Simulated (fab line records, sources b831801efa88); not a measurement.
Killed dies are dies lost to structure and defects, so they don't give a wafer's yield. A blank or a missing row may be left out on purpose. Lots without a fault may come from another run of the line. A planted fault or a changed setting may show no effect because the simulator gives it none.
Problem report in the 8D (eight disciplines) form, filled by code | flow sky130 | the parts of the form that need people (team, actions taken, sign-off) are left out

1. THE PROBLEM
bias_w at SKY_CONTACT_ETCH_18 reads a mean of 303.6 W on 9 wafers of 3 lots; wafers without a fault read 200.0 W with a standard deviation of 0.61. That is +99 or more standard deviations from the usual mean.
The step: etches Si3N4 in CHF3/O2, stops on TiN, time 39 s, target depth 75 nm.
First seen on wafer L165.1, day 37 06:00, on rie_diel-04. The record holds 33 wafers of 11 lots with a number at this step. Rule for "out", or "out of limits": more than 4 standard deviations from the usual mean. The other wafers with a number count as sound.

2. WHAT IT IS AND WHAT IT IS NOT
question                    | is                     | is not
which readings at this step | bias_w                 | drypump_motor_current_A, oes_product_au, throttle_valve_pct
which lots                  | L165, L167, L168       | L148, L156, L157, L159, L160, L164, L166, L171
which wafers of those lots  | all that have a number | -
read on which tools         | rie_diel-04            | rie_diel-02, rie_diel-03
when                        | from day 37 06:00      | up to then (18 sound wafers); but 6 sound wafers of L166, L171 came after

3. SUSPECTS, AND WHAT RULES EACH OUT
Counting: a tool at a process step up to the reading stays a suspect if it ran every lot that is out and no sound lot after the first of them.
- rie_metal-02 at SKY_LOCAL_INTERCONNECT_ETCH_13 (etches BARC in N2/H2, stops on SiO2, time 45.9 s, target depth 60 nm): ruled out as a lasting fault. Sound lots L171 ran on it after its first lot that is out, L165 (day 36 02:08).
- rie_diel-04 at SKY_CONTACT_ETCH_18 (etches Si3N4 in CHF3/O2, stops on TiN, time 39 s, target depth 75 nm): kept. It ran every lot that is out, first L165 (day 37 06:00), and no sound lot after that; its last sound lot up to then is L160 (day 35 08:00). Its own readings are out on those wafers: bias_w.
Left after counting: rie_diel-04 at SKY_CONTACT_ETCH_18.

4. THE CAUSE (what the simulator had put in)
Process parameter drift: rie_diel-04, from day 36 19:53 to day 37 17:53, at SKY_CONTACT_ETCH_18. Setting bias_w, moved by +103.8, from 200. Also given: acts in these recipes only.
Counting left only this tool.

5. THE CHAIN OF EFFECTS, in route order
Each row: a reading whose mean over the struck wafers that have a number lies more than 3 standard deviations from the usual. Only readings for which the record gives a usual standard deviation are gone through. hours: the time from each lot's start at the first step in this table that gives one to its start at this step, as a median over the lots. sigmas: the change in usual standard deviations.
hours | step                 | reading                  | usual   | on struck wafers | change | sigmas
0     | SKY_CONTACT_ETCH_18  | bias_w                   | 200.0 W | 303.6            | +103.6 | +99 or more
0     | SKY_CONTACT_STRIP_19 | strip_time_to_endpoint_s | 3.61 s  | 3.47             | -0.14  | -4.3
The process steps in it:
- SKY_CONTACT_ETCH_18: etches Si3N4 in CHF3/O2, stops on TiN, time 39 s, target depth 75 nm.
- SKY_CONTACT_STRIP_19: strips in O2/N2.
Later measuring or inspecting steps at which every struck wafer that the step has a row for has a number for every such reading, and none has moved that far: SKY_CONTACT_RS_MEAS_25.

6. WHAT WOULD HAVE CAUGHT IT SOONER
In this record the first reading out of limits was taken at day 37 06:00, 10 hours after the fault began at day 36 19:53.
